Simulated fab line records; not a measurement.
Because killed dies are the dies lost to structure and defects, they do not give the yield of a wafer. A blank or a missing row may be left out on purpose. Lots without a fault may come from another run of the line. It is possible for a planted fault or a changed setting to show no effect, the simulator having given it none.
fab line records    flow sky130
record: lots: 5  wafers: 15  last_day: 50
route steps=708 shown NWELL@63 PWDE@84 VT_ADJUST_HVTP@85 VT_ADJUST_LVTN@97 PAD_OPEN@708
lots that met no fault: from a run of the same line without faults
start_h: start of the lot's first displayed wafer, in hours after the record's first day    wait_h: how many hours have passed since the lot's step before this one    " identical to the entry in the row above    L1.1+2: a row that stands for several wafers    - no value present, or no start provided    * or withheld: withheld    < > ~ a bound
route shown NAME@n: NAME is a module with steps in the file, n the number in the route of the first one    usual: the fault-free wafers' mean and standard deviation    same: alike in all rows    chamber/n: place in a boat    sites: readings site by site    _std_site: standard deviation across them    _edge_site: outer sites' mean less inner sites'    radius_mm: for every site, how far away it sits from the centre of the wafer    mask NAME#n: copy n    behind: the tool/chamber that last shaped the wafer    hold: why the lot was held/for how many hours/how that ended    device: the transistor (n, p or np) that didn't switch    end of line: at the end of the route, the tests of the same wafers    step lacking rows: just its recipe    killed: at the first sort, the dies lost to defects and structure; wafer yield is something else    map: shows each die of a wafer: x if killed, . if not, _ if none is there
set.NAME: the setting the step ran with; set.NAME@STEP: the setting that earlier step ran with    model.NAME: the simulator's own value behind a step, which no gauge read
lots at selected steps of the route; one table per step, one row per wafer
services: when a tool's chamber went out of use (start_h, in hours from the record's first day, below 0 if earlier), for how many hours, and the reason
== steps ==
step: SKY_NWELL_OVL_MEAS_10
usual: NWELL_00_OVL: -0.6/1.2
lot.wafer  tool        chamber  start_h  wait_h  NWELL_00_OVL[nm]
L229.3     overlay-01  -        84.83    -       -0.9
L229.5     "           -        "        "       -2.3
L229.6     "           -        "        "       0.3
L236.1     overlay-01  -        132.11   -       -0.4
L236.2     "           -        "        "       -1.6
L236.6     "           -        "        "       -1.5
L243.1     overlay-02  -        177.77   -       0.0
L243.2     "           -        "        "       -2.9
L243.5     "           -        "        "       -0.9
L244.2     overlay-01  -        192.53   -       -0.8
L244.5     "           -        "        "       0.0
L244.6     "           -        "        "       0.3
L245.1     overlay-01  -        194.02   -       -1.0
L245.3     "           -        "        "       -1.1
L245.6     "           -        "        "       0.4
step: SKY_NWELL_IMPLANT_11
recipe: species: P  energy_kev: 400  dose_cm2: 1.9e+13  tilt_deg: withheld
step: SKY_NWELL_IMPLANT_12
recipe: species: P  energy_kev: 120  dose_cm2: 1.3e+12  tilt_deg: withheld
step: SKY_NWELL_IMPLANT_13
recipe: species: P  energy_kev: 50  dose_cm2: 7e+11  tilt_deg: withheld
step: SKY_NWELL_STRIP_14
recipe: chemistry: O2/N2  power_w: 1400  pressure_mtorr: 1500  platen_temp_c: withheld  o2_flow_sccm: 3000  n2_flow_sccm: 300  overash_fraction: 0.5
usual: drypump_motor_current_A: 5.6/0.55  o2_flow_sccm: 2999/9.6  oes_product_au: 0.723/0.0039  strip_time_to_endpoint_s: 36.92/0.12
lot.wafer  tool             chamber  start_h  wait_h  drypump_motor_current_A  o2_flow_sccm  oes_product_au  rf_hours_counter_h  strip_time_to_endpoint_s
L229.3     plasma_asher-03  1        85.34    0.1     5.8                      2998          0.725           -                   36.92
L229.5     "                1        "        "       5.8                      3003          0.729           -                   37.00
L229.6     "                0        "        "       6.4                      3001          0.722           -                   36.90
L236.1     plasma_asher-04  0        132.59   0.1     5.2                      3015          0.723           45                  37.00
L236.2     "                1        "        "       4.9                      3007          0.720           45                  37.04
L236.6     "                1        "        "       4.9                      3001          0.719           -                   37.06
L243.1     plasma_asher-03  0        178.26   0.1     6.3                      2994          0.716           47                  36.81
L243.2     "                1        "        "       5.8                      3007          0.725           47                  37.00
L243.5     "                0        "        "       6.3                      3001          0.724           -                   36.95
L244.2     plasma_asher-03  0        193.01   0.1     6.3                      2988          0.714           49                  37.10
L244.5     "                0        "        "       6.3                      2999          0.720           -                   37.01
L244.6     "                1        "        "       5.8                      3014          0.725           -                   36.91
L245.1     plasma_asher-03  1        194.51   0.1     5.8                      3003          0.728           49                  36.97
L245.3     "                0        "        "       6.3                      2981          0.716           -                   36.88
L245.6     "                1        "        "       5.8                      3010          0.721           -                   36.95
step: SKY_NWELL_TW_MEAS_15
usual: NWELL_TW: 1820/15
lot.wafer  tool           chamber  start_h  wait_h  NWELL_TW
L229.3     film_metro-02  -        85.43    0.1     1797
L229.5     "              -        "        "       1799
L229.6     "              -        "        "       1810
L236.1     film_metro-03  -        132.69   0.1     1824
L236.2     "              -        "        "       1831
L236.6     "              -        "        "       1830
L243.1     film_metro-02  -        178.36   0.1     1804
L243.2     "              -        "        "       1788
L243.5     "              -        "        "       1794
L244.2     film_metro-02  -        193.12   0.1     1809
L244.5     "              -        "        "       1806
L244.6     "              -        "        "       1812
L245.1     film_metro-04  -        194.61   0.1     1826
L245.3     "              -        "        "       1817
L245.6     "              -        "        "       1827
step: SKY_NWELL_DEHYDRATE_16
recipe: temp_c: 200  time_s: 60
step: SKY_NWELL_HMDS_17
recipe: prime_time_s: 60  prime_temp_c: 120
step: SKY_NWELL_COAT_18
recipe: spin_rpm: 2000  resist_thk_nm: 3000
step: SKY_NWELL_SOFTBAKE_19
recipe: temp_c: 110  time_s: withheld
step: SKY_NWELL_EXPOSE_20
recipe: mask_id: NWM_COMPLEMENT  na: 0.6  source_shape: conventional  sigma_outer: 0.6  polarization: unpolarized  target_cd_nm: 840  dose_mj: 260
step: SKY_NWELL_PEB_21
recipe: temp_c: 115  time_s: withheld
step: SKY_NWELL_DEVELOP_22
recipe: wall_angle_deg: 90  developer: TMAH  develop_time_s: 60  dev_temp_c: 23
lot.wafer   tool            chamber  start_h  wait_h
L229.3+5+6  litho_track-02  0        102      -
L236.1+2+6  litho_track-01  0        150      -
L243.1+2+5  litho_track-03  0        199      -
L244.2+5+6  litho_track-02  0        214      -
L245.1+3+6  litho_track-01  0        215      -
step: SKY_NWELL_OVL_MEAS_23
usual: NWELL_01_OVL: -0.3/1.4
lot.wafer  tool        chamber  start_h  wait_h  NWELL_01_OVL[nm]
L229.3     overlay-02  -        103.03   -       2.5
L229.5     "           -        "        "       -0.3
L229.6     "           -        "        "       1.4
L236.1     overlay-01  -        150.53   -       1.9
L236.2     "           -        "        "       0.9
L236.6     "           -        "        "       0.0
L243.1     overlay-02  -        199.60   -       -1.4
L243.2     "           -        "        "       -2.2
L243.5     "           -        "        "       0.4
L244.2     overlay-01  -        214.68   -       0.2
L244.5     "           -        "        "       0.5
L244.6     "           -        "        "       -0.8
L245.1     overlay-02  -        215.68   -       -0.9
L245.3     "           -        "        "       0.4
L245.6     "           -        "        "       -0.2
step: SKY_NWELL_IMPLANT_24
recipe: species: B  energy_kev: 140  dose_cm2: 9.2e+12  tilt_deg: withheld
step: SKY_NWELL_STRIP_25
recipe: chemistry: O2/N2  power_w: 1400  pressure_mtorr: 1500  platen_temp_c: withheld  o2_flow_sccm: 3000  n2_flow_sccm: 300  overash_fraction: 0.5
usual: drypump_motor_current_A: 5.5/0.54  o2_flow_sccm: 3000/8.7  oes_product_au: 0.722/0.0045  strip_time_to_endpoint_s: 36.90/0.1
lot.wafer  tool             chamber  start_h  wait_h  drypump_motor_current_A  o2_flow_sccm  oes_product_au  rf_hours_counter_h  strip_time_to_endpoint_s
L229.3     plasma_asher-04  1        103.24   0.1     4.9                      2991          0.724           -                   36.95
L229.5     "                1        "        "       4.9                      3001          0.721           -                   37.05
L229.6     "                0        "        "       5.2                      2992          0.727           -                   36.95
L236.1     plasma_asher-03  0        150.71   0.1     6.3                      2989          0.731           45                  36.86
L236.2     "                1        "        "       5.8                      3016          0.738           45                  36.91
L236.6     "                1        "        "       5.8                      2995          0.726           -                   36.93
L243.1     plasma_asher-04  1        199.79   0.1     4.9                      3007          0.727           52                  37.01
L243.2     "                0        "        "       5.2                      3002          0.719           52                  37.02
L243.5     "                1        "        "       4.9                      3003          0.720           -                   36.88
L244.2     plasma_asher-01  0        214.86   0.1     5.7                      2996          0.724           41                  36.84
L244.5     "                1        "        "       4.8                      2993          0.722           -                   36.95
L244.6     "                0        "        "       5.7                      2995          0.718           -                   37.04
L245.1     plasma_asher-04  0        215.86   0.1     5.2                      2996          0.722           54                  36.98
L245.3     "                0        "        "       5.2                      2996          0.723           -                   36.83
L245.6     "                0        "        "       5.2                      3004          0.721           -                   36.78
step: SKY_NWELL_TW_MEAS_26
usual: NWELL_2_TW: 496/3.9
lot.wafer  tool           chamber  start_h  wait_h  NWELL_2_TW
L229.3     film_metro-02  -        103.33   0.1     497
L229.5     "              -        "        "       495
L229.6     "              -        "        "       494
L236.1     film_metro-04  -        150.81   0.1     496
L236.2     "              -        "        "       495
L236.6     "              -        "        "       500
L243.1     film_metro-02  -        199.89   0.1     492
L243.2     "              -        "        "       493
L243.5     "              -        "        "       491
L244.2     film_metro-03  -        214.97   0.1     500
L244.5     "              -        "        "       499
L244.6     "              -        "        "       502
L245.1     film_metro-02  -        215.96   0.1     491
L245.3     "              -        "        "       491
L245.6     "              -        "        "       491
step: SKY_NWELL_CLEAN_27
recipe: chemistry: SC1/SC2  mix: 1:4:20  temp_c: 70  time_s: 150  dry: n2_spin
step: SKY_NWELL_RTA_28
recipe: temp_c: 1050  time_s: 30  idle_temp_c: 650  ramp_up_c_per_s: 150  ramp_down_c_per_s: 90  ambient: N2
usual: lamp_power_pct: 25.30/0.053  wafer_temp_C_max: 1054.7/0.89
lot.wafer  tool           chamber  start_h  wait_h  lamp_power_pct  wafer_temp_C_max
L229.3     rtp_anneal-02  0        103.46   0.0     25.40           1054.1
L229.5     "              0        "        "       25.32           1057.5
L229.6     "              0        "        "       25.43           1054.3
L236.1     rtp_anneal-01  0        150.92   0.0     25.32           1054.8
L236.2     "              0        "        "       25.24           1055.3
L236.6     "              0        "        "       25.30           1057.1
L243.1     rtp_anneal-02  0        200.01   0.0     25.29           1054.8
L243.2     "              0        "        "       25.32           1054.4
L243.5     "              0        "        "       25.22           1053.7
L244.2     rtp_anneal-02  0        215.08   0.0     25.25           1055.1
L244.5     "              0        "        "       25.32           1054.5
L244.6     "              0        "        "       25.33           1054.4
L245.1     rtp_anneal-01  0        216.07   0.0     25.34           1053.3
L245.3     "              0        "        "       25.25           1054.5
L245.6     "              0        "        "       25.29           1055.1
step: SKY_NWELL_RS_MEAS_29
recipe: thk_meas_gauge: four-point-probe
usual: NWELL_RS: 624.4/1.8
lot.wafer  tool           chamber  start_h  wait_h  NWELL_RS[ohm/sq]
L229.3     film_metro-03  -        103.56   0.1     624.1
L229.5     "              -        "        "       625.5
L229.6     "              -        "        "       623.9
L236.1     film_metro-03  -        151.02   0.1     624.9
L236.2     "              -        "        "       623.7
L236.6     "              -        "        "       622.7
L243.1     film_metro-03  -        200.11   0.1     624.8
L243.2     "              -        "        "       626.3
L243.5     "              -        "        "       625.4
L244.2     film_metro-04  -        215.19   0.1     622.8
L244.5     "              -        "        "       625.2
L244.6     "              -        "        "       623.0
L245.1     film_metro-04  -        216.17   0.1     627.7
L245.3     "              -        "        "       626.0
L245.6     "              -        "        "       628.1
step: SKY_NWELL_RS_MEAS_31
recipe: thk_meas_gauge: four-point-probe
usual: PWDE_RS: 5277/15
lot.wafer  tool           chamber  start_h  wait_h  PWDE_RS[ohm/sq]
L229.3     film_metro-03  -        103.80   0.1     5286
L229.5     "              -        "        "       5263
L229.6     "              -        "        "       5266
L236.1     film_metro-03  -        151.26   0.1     5241
L236.2     "              -        "        "       5262
L236.6     "              -        "        "       5247
L243.1     film_metro-03  -        200.35   0.1     5271
L243.2     "              -        "        "       5279
L243.5     "              -        "        "       5263
L244.2     film_metro-04  -        215.43   0.1     5289
L244.5     "              -        "        "       5283
L244.6     "              -        "        "       5305
L245.1     film_metro-04  -        216.41   0.1     5268
L245.3     "              -        "        "       5270
L245.6     "              -        "        "       5276
step: SKY_VT_ADJUST_HVTP_DEHYDRATE_00
recipe: temp_c: 200  time_s: 60
step: SKY_VT_ADJUST_HVTP_HMDS_01
recipe: prime_time_s: 60  prime_temp_c: 120
step: SKY_VT_ADJUST_HVTP_COAT_02
recipe: resist: NOVOLAK  spin_rpm: 3000  resist_thk_nm: 1140
step: SKY_VT_ADJUST_HVTP_SOFTBAKE_03
recipe: temp_c: 90  time_s: 60  resist: NOVOLAK
step: SKY_VT_ADJUST_HVTP_EXPOSE_04
recipe: mask_id: HVTPM  na: 0.6  source_shape: conventional  sigma_outer: 0.6  polarization: unpolarized  target_cd_nm: 380  dose_mj: 140
step: SKY_VT_ADJUST_HVTP_PEB_05
recipe: temp_c: withheld  time_s: *  resist: NOVOLAK
step: SKY_VT_ADJUST_HVTP_DEVELOP_06
recipe: resist: NOVOLAK  developer: TMAH  develop_time_s: 60  dev_temp_c: 23
step: SKY_VT_ADJUST_HVTP_CD_MEAS_07
recipe: target_cd_nm: 380
usual: cd_nm: 380.1/2.8
lot.wafer  tool       chamber  start_h  wait_h  cd_nm
L229.3     cd_sem-01  -        121.31   0.1     379.8
L229.5     "          -        "        "       378.1
L229.6     "          -        "        "       378.5
L236.1     cd_sem-02  -        171.53   0.1     385.6
L236.2     "          -        "        "       384.7
L236.6     "          -        "        "       381.8
L243.1     cd_sem-01  -        222.19   0.1     376.2
L243.2     "          -        "        "       379.5
L243.5     "          -        "        "       380.3
L244.2     cd_sem-02  -        237.74   0.1     381.0
L244.5     "          -        "        "       379.0
L244.6     "          -        "        "       380.1
L245.1     cd_sem-02  -        238.28   0.1     383.0
L245.3     "          -        "        "       381.6
L245.6     "          -        "        "       382.1
step: SKY_VT_ADJUST_HVTP_OVL_MEAS_08
usual: VT_ADJUST_HVTP_OVL: 0.5/1.3
lot.wafer  tool        chamber  start_h  wait_h  VT_ADJUST_HVTP_OVL[nm]
L229.3     overlay-01  -        121.40   0.1     1.7
L229.5     "           -        "        "       -0.2
L229.6     "           -        "        "       -0.8
L236.1     overlay-02  -        171.65   0.1     2.9
L236.2     "           -        "        "       2.7
L236.6     "           -        "        "       2.3
L243.1     overlay-02  -        222.31   0.1     0.6
L243.2     "           -        "        "       2.0
L243.5     "           -        "        "       0.2
L244.2     overlay-01  -        237.85   0.1     -0.6
L244.5     "           -        "        "       1.4
L244.6     "           -        "        "       1.9
L245.1     overlay-02  -        238.40   0.1     0.5
L245.3     "           -        "        "       -1.0
L245.6     "           -        "        "       0.0
step: SKY_VT_ADJUST_HVTP_IMPLANT_09
recipe: species: As  energy_kev: 150  dose_cm2: 4.3e+12  tilt_deg: withheld
step: SKY_VT_ADJUST_HVTP_STRIP_10
recipe: chemistry: O2/N2  power_w: 1400  pressure_mtorr: 1500  platen_temp_c: withheld  o2_flow_sccm: 3000  n2_flow_sccm: 300  overash_fraction: 0.5
usual: drypump_motor_current_A: 5.5/0.54  o2_flow_sccm: 3001/8.8  oes_product_au: 0.716/0.0041  strip_time_to_endpoint_s: 14.18/0.04
lot.wafer  tool             chamber  start_h  wait_h  drypump_motor_current_A  o2_flow_sccm  oes_product_au  rf_hours_counter_h  strip_time_to_endpoint_s
L229.3     plasma_asher-03  0        121.61   0.1     6.3                      2989          0.721           -                   14.23
L229.5     "                0        "        "       6.3                      2987          0.707           -                   14.19
L229.6     "                1        "        "       5.8                      2993          0.719           -                   14.25
L236.1     plasma_asher-04  1        171.83   0.1     4.9                      3009          0.711           49                  14.09
L236.2     "                0        "        "       5.2                      3008          0.711           49                  14.11
L236.6     "                1        "        "       4.8                      3006          0.715           -                   14.09
L243.1     plasma_asher-03  0        222.49   0.1     6.3                      3013          0.711           52                  14.12
L243.2     "                1        "        "       5.8                      2995          0.720           52                  14.17
L243.5     "                0        "        "       6.4                      2993          0.715           -                   14.19
L244.2     plasma_asher-04  0        238.03   0.1     5.2                      3009          0.718           55                  14.10
L244.5     "                0        "        "       5.2                      3002          0.715           -                   14.13
L244.6     "                1        "        "       4.9                      2998          0.718           -                   14.19
L245.1     plasma_asher-04  1        238.58   0.1     4.9                      2984          0.725           56                  14.20
L245.3     "                1        "        "       4.9                      3009          0.717           -                   14.19
L245.6     "                1        "        "       4.9                      3007          0.720           -                   14.19
step: SKY_VT_ADJUST_HVTP_TW_MEAS_11
usual: VT_ADJUST_HVTP_TW: 1352/8.9
lot.wafer  tool           chamber  start_h  wait_h  VT_ADJUST_HVTP_TW
L229.3     film_metro-01  -        121.70   0.1     1348
L229.5     "              -        "        "       1348
L229.6     "              -        "        "       1344
L236.1     film_metro-01  -        171.93   0.1     1350
L236.2     "              -        "        "       1348
L236.6     "              -        "        "       1349
L243.1     film_metro-02  -        222.59   0.1     1346
L243.2     "              -        "        "       1342
L243.5     "              -        "        "       1348
L244.2     film_metro-01  -        238.14   0.1     1345
L244.5     "              -        "        "       1353
L244.6     "              -        "        "       1345
L245.1     film_metro-01  -        238.68   0.1     1351
L245.3     "              -        "        "       1349
L245.6     "              -        "        "       1354
step: SKY_VT_ADJUST_LVTN_DEHYDRATE_00
recipe: temp_c: 200  time_s: 60
step: SKY_VT_ADJUST_LVTN_HMDS_01
recipe: prime_time_s: 60  prime_temp_c: 120
step: SKY_VT_ADJUST_LVTN_COAT_02
recipe: spin_rpm: 2000  resist_thk_nm: 3000
step: SKY_VT_ADJUST_LVTN_SOFTBAKE_03
recipe: temp_c: 110  time_s: withheld
step: SKY_VT_ADJUST_LVTN_EXPOSE_04
recipe: mask_id: NWM_COMPLEMENT_LESS_NATIVE  na: 0.6  source_shape: conventional  sigma_outer: 0.6  polarization: unpolarized  target_cd_nm: 840  dose_mj: 194
step: SKY_VT_ADJUST_LVTN_PEB_05
recipe: temp_c: 115  time_s: withheld
step: SKY_VT_ADJUST_LVTN_DEVELOP_06
recipe: wall_angle_deg: 90  developer: TMAH  develop_time_s: 60  dev_temp_c: 23
step: SKY_VT_ADJUST_LVTN_OVL_MEAS_07
usual: VT_ADJUST_LVTN_OVL: -0.8/1.2
lot.wafer  tool        chamber  start_h  wait_h  VT_ADJUST_LVTN_OVL[nm]
L229.3     overlay-01  -        139.22   -       -0.7
L229.5     "           -        "        "       0.9
L229.6     "           -        "        "       0.9
L236.1     overlay-02  -        192.40   -       -2.9
L236.2     "           -        "        "       -0.4
L236.6     "           -        "        "       0.0
L243.1     overlay-02  -        245.34   -       -0.5
L243.2     "           -        "        "       -1.3
L243.5     "           -        "        "       -3.6
L244.2     overlay-01  -        261.84   -       0.2
L244.5     "           -        "        "       -1.7
L244.6     "           -        "        "       0.7
L245.1     overlay-01  -        262.19   -       -2.4
L245.3     "           -        "        "       -0.4
L245.6     "           -        "        "       0.4
step: SKY_PAD_OPEN_PROBE_99
usual: killed_at_M0_to_M3: 44/7.4  killed_at_M4_up: 3.1/1.8  killed_at_contacts: 25/6  killed_at_front_end: 15/4.4  killed_at_other: 0.3/0.49  killed_dies: 88/10  killed_on_rim: 17/3.6  killed_open: 48/7.4  killed_short: 39/6.3
same: gross_dies: 492  killed_at_back_side: 0
lot.wafer  tool       chamber  start_h  wait_h  killed_at_M0_to_M3  killed_at_M4_up  killed_at_contacts  killed_at_front_end  killed_at_other  killed_dies  killed_on_rim  killed_open  killed_short  model.etest.res_iso_pwell.width_nm  model.etest.res_nwell.width_nm
L229.3     prober-02  -        1078.62  0.2     47                  4                24                  16                   0                91           20             51           40            2634                                843.3
L229.5     prober-02  -        1078.72  0.2     46                  1                17                  20                   1                85           14             46           39            2628                                846.8
L229.6     prober-02  -        1078.77  0.2     34                  2                19                  9                    0                64           17             30           34            2616                                850.9
L236.1     prober-01  -        1134.27  0.1     46                  4                25                  9                    1                85           16             47           37            2650                                847.2
L236.2     prober-01  -        1134.32  0.1     49                  4                22                  14                   1                90           16             45           45            2643                                843.5
L236.6     prober-01  -        1134.52  0.2     38                  3                37                  13                   0                91           21             62           29            2652                                846
L243.1     prober-02  -        1178.30  0.1     49                  5                19                  9                    0                82           9              51           31            2656                                836.5
L243.2     prober-02  -        1178.35  0.1     44                  3                27                  17                   0                91           15             41           50            2645                                832.7
L243.5     prober-02  -        1178.50  0.2     35                  2                14                  18                   0                69           10             32           37            2659                                826.2
L244.2     prober-01  -        1184.70  0.1     31                  6                22                  19                   0                78           14             44           34            2612                                849.4
L244.5     prober-01  -        1184.85  0.2     35                  1                26                  20                   0                82           13             47           35            2640                                828.3
L244.6     prober-01  -        1184.90  0.2     50                  2                17                  15                   0                84           14             47           37            2671                                833.9
L245.1     prober-02  -        1188.88  0.1     44                  1                27                  14                   0                86           17             58           28            2668                                825.3
L245.3     prober-02  -        1188.98  0.2     39                  0                23                  11                   0                73           9              47           26            2666                                827.5
L245.6     prober-02  -        1189.13  0.2     40                  3                30                  19                   0                92           18             51           41            2669                                830.8
killed by level:class
L229.3 VIA3:geometric_particle:open=11 VIA1:geometric_particle:open=11 CONTACT:geometric_particle:open=7 LI_CONTACT:geometric_particle:open=6 LI_CONTACT:geometric_particle:short=5 VIA2:geometric_particle:open=5 FIELD_ISO:geometric_particle:short=4 METAL1:geometric_particle:short=4
L229.5 METAL1:geometric_particle:short=10 VIA1:geometric_particle:open=10 FIELD_ISO:geometric_particle:short=8 CONTACT:geometric_particle:open=8 VIA2:geometric_particle:open=7 POLY_GATE:geometric_particle:open=5 VIA2:geometric_particle:short=4 METAL2:geometric_particle:short=4
L229.6 LI_CONTACT:geometric_particle:open=8 VIA3:geometric_particle:open=6 METAL1:geometric_particle:short=5 CONTACT:geometric_particle:open=5 VIA2:geometric_particle:short=5 METAL3:geometric_particle:short=4 FIELD_ISO:geometric_particle:short=3 CONTACT:geometric_particle:short=3
L236.1 LI_CONTACT:geometric_particle:open=11 VIA1:geometric_particle:open=10 VIA2:geometric_particle:open=8 VIA2:geometric_particle:short=6 CONTACT:geometric_particle:short=5 FIELD_ISO:geometric_particle:open=4 LI_CONTACT:geometric_particle:short=4 CONTACT:geometric_particle:open=4
L236.2 METAL1:geometric_particle:short=8 LI_CONTACT:geometric_particle:open=8 VIA1:geometric_particle:open=7 CONTACT:geometric_particle:open=6 VIA3:geometric_particle:short=6 VIA2:geometric_particle:short=6 METAL2:geometric_particle:short=6 CONTACT:geometric_particle:short=5
L236.6 VIA3:geometric_particle:open=13 LI_CONTACT:geometric_particle:open=12 CONTACT:geometric_particle:open=11 VIA2:geometric_particle:open=9 VIA1:geometric_particle:open=8 CONTACT:geometric_particle:short=7 FIELD_ISO:geometric_particle:open=6 LI_CONTACT:geometric_particle:short=3
L243.1 VIA2:geometric_particle:open=10 VIA1:geometric_particle:open=9 VIA3:geometric_particle:open=8 LI_CONTACT:geometric_particle:open=7 METAL3:geometric_particle:short=4 POLY_GATE:geometric_particle:open=4 METAL2:geometric_particle:short=4 CONTACT:geometric_particle:short=4
L243.2 LI_CONTACT:geometric_particle:open=10 CONTACT:geometric_particle:open=9 VIA1:geometric_particle:open=8 POLY_GATE:geometric_particle:short=7 METAL1:geometric_particle:short=6 VIA3:geometric_particle:short=6 METAL2:geometric_particle:short=6 FIELD_ISO:geometric_particle:short=5
L243.5 FIELD_ISO:geometric_particle:short=7 VIA2:geometric_particle:open=7 METAL1:geometric_particle:short=7 VIA1:geometric_particle:open=5 CONTACT:geometric_particle:open=5 METAL3:geometric_particle:short=5 LI_CONTACT:geometric_particle:short=3 POLY_GATE:geometric_particle:short=3
L244.2 FIELD_ISO:geometric_particle:short=7 LI_CONTACT:geometric_particle:open=7 CONTACT:geometric_particle:open=7 FIELD_ISO:geometric_particle:open=6 VIA3:geometric_particle:open=6 LI_CONTACT:geometric_particle:short=5 VIA1:geometric_particle:open=5 VIA2:geometric_particle:open=5
L244.5 CONTACT:geometric_particle:open=9 VIA2:geometric_particle:open=8 FIELD_ISO:geometric_particle:short=7 LI_CONTACT:geometric_particle:open=7 LI_CONTACT:geometric_particle:short=6 POLY_GATE:geometric_particle:open=6 VIA1:geometric_particle:open=6 METAL2:geometric_particle:short=6
L244.6 VIA1:geometric_particle:open=11 VIA2:geometric_particle:open=11 CONTACT:geometric_particle:open=9 VIA1:geometric_particle:short=8 METAL1:geometric_particle:short=6 FIELD_ISO:geometric_particle:short=5 LI_CONTACT:geometric_particle:open=4 VIA3:geometric_particle:open=4
L245.1 VIA3:geometric_particle:open=12 CONTACT:geometric_particle:open=11 VIA1:geometric_particle:open=9 LI_CONTACT:geometric_particle:open=7 FIELD_ISO:geometric_particle:open=5 VIA1:geometric_particle:short=5 LOCAL_INTERCONNECT:geometric_particle:short=4 METAL2:geometric_particle:short=3
L245.3 CONTACT:geometric_particle:open=13 VIA1:geometric_particle:open=13 VIA2:geometric_particle:open=8 LOCAL_INTERCONNECT:geometric_particle:short=4 METAL1:geometric_particle:short=4 POLY_GATE:geometric_particle:open=3 LI_CONTACT:geometric_particle:open=3 VIA1:geometric_particle:short=3
L245.6 CONTACT:geometric_particle:open=12 VIA1:geometric_particle:open=10 METAL2:geometric_particle:short=9 LI_CONTACT:geometric_particle:open=8 VIA2:geometric_particle:open=7 FIELD_ISO:geometric_particle:short=5 LOCAL_INTERCONNECT:geometric_particle:short=5 LI_CONTACT:geometric_particle:short=4
== services ==
tool             chamber  start_h  hours  kind
litho_track-02   -        69.45    -      consumable_replace:filter
plasma_asher-04  -        154.32   3.3    repair
rtp_anneal-01    -        207.97   0.8    pm
rtp_anneal-02    -        221.62   5.8    pm
plasma_asher-04  -        231.91   2.8    repair
plasma_asher-03  -        232.14   2.8    pm
== key ==
first_sign none at tools or gauges
model_effect: step: SKY_PAD_OPEN_PROBE_99  value: etest.res_iso_pwell.width_nm  without: 2662  struck: 2612
met_at SKY_NWELL_DEVELOP_22
struck_wafers L244.2
tester_left_out L244
onset_between 102 214
fault: kind: process_parameter_drift  tool: litho_track-02  chamber: -  onset_h: 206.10  steps: SKY_NWELL_DEVELOP_22  channel: develop_time_s  offset: *  shape: step  end_h: 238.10  scope: struck_wafers_only  acts_in: *  stated: *
tester_left_out: of these lots the tester's yield and bins aren't shown, on N5 and GAA mostly nor the transistor test; their killed dies are dies lost to structure and defects alone, not to doping, threshold or leakage, so they don't give the yield
